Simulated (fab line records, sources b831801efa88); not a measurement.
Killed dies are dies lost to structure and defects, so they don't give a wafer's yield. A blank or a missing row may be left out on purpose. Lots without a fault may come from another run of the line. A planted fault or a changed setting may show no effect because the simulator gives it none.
Chamber matching | flow sky130 | SKY_LI_CONTACT_CMP_02 on cmp-01: 4 sister chambers
The step polishes PSG. 4 wafers are shown with their chamber, then 7 later ones without.

WAFERS WITH THEIR CHAMBER
wafer  | chamber | motor_current_A (A)
L254.3 | 2       | 15.5
L254.6 | 1       | 13.6
L261.1 | 3       | 9.1
L261.4 | 0       | 12.3

WAFERS WITHOUT THEIR CHAMBER
wafer  | motor_current_A (A)
L261.6 | 16.5
L265.4 | 11.8
L265.5 | 9.4
L265.6 | 11.7
L267.2 | 9.6
L267.4 | 16.4
L267.5 | 9.8

WHICH CHAMBER EACH WENT THROUGH
wafer  | from the rows above     | in truth
L261.6 | 2                       | 2
L265.4 | can't be placed: 0 or 1 | 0
L265.5 | 3                       | 3
L265.6 | can't be placed: 0 or 1 | 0
L267.2 | 3                       | 3
L267.4 | 2                       | 2
L267.5 | 3                       | 3
Placed correctly: 5 of 7. Can't be placed from these rows: 2 (the true chamber is among the candidates in 2). Placed wrongly: 0.
How it was worked out, from the rows above alone: a wafer's distance from a chamber is the root of the sum, over the readings, of the square of ((its reading less the chamber's mean) divided by the reading's scatter). The wafer belongs to the nearest chamber; if the next one is less than 2 further off, it can't be placed. A chamber's mean is the mean of its shown wafers. The scatter: with one shown wafer a chamber, the root of the mean of the squares of how far each hidden wafer lies from its nearest shown one.
